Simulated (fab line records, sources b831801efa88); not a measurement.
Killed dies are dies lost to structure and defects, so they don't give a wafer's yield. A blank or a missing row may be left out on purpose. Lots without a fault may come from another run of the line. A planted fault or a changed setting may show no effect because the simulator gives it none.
Which tool did it? | flow sky130 | 12 lots, 33 wafers sampled, at 3 steps of a route of 708

WHAT THE GAUGES READ, wafer by wafer
SKY_NWELL_OVL_MEAS_23.
lot  | measured     | on         | NWELL_01_OVL (nm)
L305 | day 5 03:10  | overlay-02 | -2.3 0.0 -1.4
L306 | day 5 13:15  | overlay-01 | -0.9 -1.5 -0.4
L308 | day 6 03:49  | overlay-01 | 0.2 -0.3 0.0
L311 | day 7 02:51  | overlay-02 | 0.2 0.3 0.2
L310 | day 7 04:37  | overlay-01 | 0.2 -2.1 -0.2
L312 | day 7 11:22  | overlay-02 | 0.3 1.4 0.7
L316 | day 8 02:29  | overlay-02 | -3.8 -1.6
L317 | day 8 11:37  | overlay-01 | -0.6 0.8
L321 | day 9 09:13  | overlay-01 | 0.6 -0.5
L324 | day 10 06:12 | overlay-01 | -0.9 -1.1 -1.3
L325 | day 10 12:37 | overlay-01 | -2.9 -3.0 -3.2
L326 | day 10 23:37 | overlay-02 | 0.7 -0.5 -0.7

SKY_SONOS_ONO_THK_MEAS_01.
lot  | measured     | on            | SONOS_ONO_OXIDATION_THK (nm)
L305 | day 11 12:05 | film_metro-04 | 2.57 2.67 2.54
L306 | day 12 00:04 | film_metro-02 | 2.67 2.57 2.60
L308 | day 12 18:57 | film_metro-01 | 2.65 2.59 2.60
L311 | day 13 23:02 | film_metro-02 | 2.59 2.61 2.59
L310 | day 14 01:55 | film_metro-01 | 2.67 2.68 2.71
L312 | day 14 10:59 | film_metro-01 | 2.68 2.62 2.64
L316 | day 15 06:46 | film_metro-04 | 2.67 2.70
L317 | day 15 15:17 | film_metro-02 | 2.51 2.57
L321 | day 16 21:47 | film_metro-02 | 2.58 2.66
L324 | day 17 23:53 | film_metro-01 | 2.70 2.68 2.67
L325 | day 18 10:08 | film_metro-02 | 2.60 2.69 2.65
L326 | day 18 22:41 | film_metro-01 | 2.58 2.59 2.59

WHICH TOOL RAN EACH LOT (tool, then ch and the chambers of the sampled wafers, then the start)
lot  | SKY_FIELD_ISO_ETCH_14
L305 | rie_diel-01 ch 1,2,3, day 2 03:14
L306 | rie_diel-01 ch 1,2,3, day 2 09:56
L308 | rie_diel-02 ch 2,3, day 2 22:44
L311 | rie_diel-01 ch 2,3, day 3 17:38
L310 | rie_diel-02 ch 0,1,3, day 3 18:08
L312 | rie_diel-02 ch 0,1,3, day 3 23:24
L316 | rie_diel-03 ch 2,3, day 4 12:28
L317 | rie_diel-02 ch 0,1, day 4 21:41
L321 | rie_diel-02 ch 0,3, day 5 15:44
L324 | rie_diel-01 ch 1,2,3, day 6 07:08
L325 | rie_diel-03 ch 2,3, day 6 13:59
L326 | rie_diel-01 ch 1,2, day 6 21:26
- SKY_FIELD_ISO_ETCH_14: etches BARC in N2/H2, stops on SiO2, time 45.9 s, target depth 60 nm.

WHAT THE TOOLS THEMSELVES READ (means of the sampled wafers that have a number; where no wafer has one, the mark that the record gives instead)
SKY_FIELD_ISO_ETCH_14.
lot  | tool        | drypump_motor_current_A (A) | oes_product_au (a.u.) | throttle_valve_pct (%)
L305 | rie_diel-01 | 5.6                         | 0.855                 | 13.222
L306 | rie_diel-01 | 5.6                         | 0.855                 | 13.226
L308 | rie_diel-02 | 5.9                         | 0.856                 | 13.220
L311 | rie_diel-01 | 5.5                         | 0.859                 | 13.229
L310 | rie_diel-02 | 5.6                         | 0.853                 | 13.225
L312 | rie_diel-02 | 5.6                         | 0.857                 | 13.233
L316 | rie_diel-03 | 5.8                         | 0.857                 | 13.230
L317 | rie_diel-02 | 5.3                         | 0.849                 | 13.221
L321 | rie_diel-02 | 5.8                         | 0.861                 | 13.232
L324 | rie_diel-01 | 5.6                         | 0.852                 | 13.229
L325 | rie_diel-03 | 5.9                         | 0.853                 | 13.218
L326 | rie_diel-01 | 5.6                         | 0.862                 | 13.234

THE ANSWER, worked out from the rows above alone
Rule: what is usual is taken from the lots themselves. Put in order of their means at a reading, lots are off if they are a third of the lots or fewer, leave a main group of 4 or more, and stand apart from it by a gap of 3 or more times the standard deviation of the main group's means; of several such gaps the widest counts. A main group whose means are all the same, to the digits that the tables above print for the reading, isn't used. A lot without any number at a reading at which 4 lots or more have one is off too. The other lots that the step has rows for count as sound. The gauges are gone through in route order, then the tools' own readings, and for those a lot's mean is taken as printed above. The first step at which some lot is off is used, and at that step the reading that is off furthest; a lot without a number counts as furthest.
No lot is off at any reading shown: from this, nothing can be told.

WHAT THE SIMULATOR HAD PUT IN
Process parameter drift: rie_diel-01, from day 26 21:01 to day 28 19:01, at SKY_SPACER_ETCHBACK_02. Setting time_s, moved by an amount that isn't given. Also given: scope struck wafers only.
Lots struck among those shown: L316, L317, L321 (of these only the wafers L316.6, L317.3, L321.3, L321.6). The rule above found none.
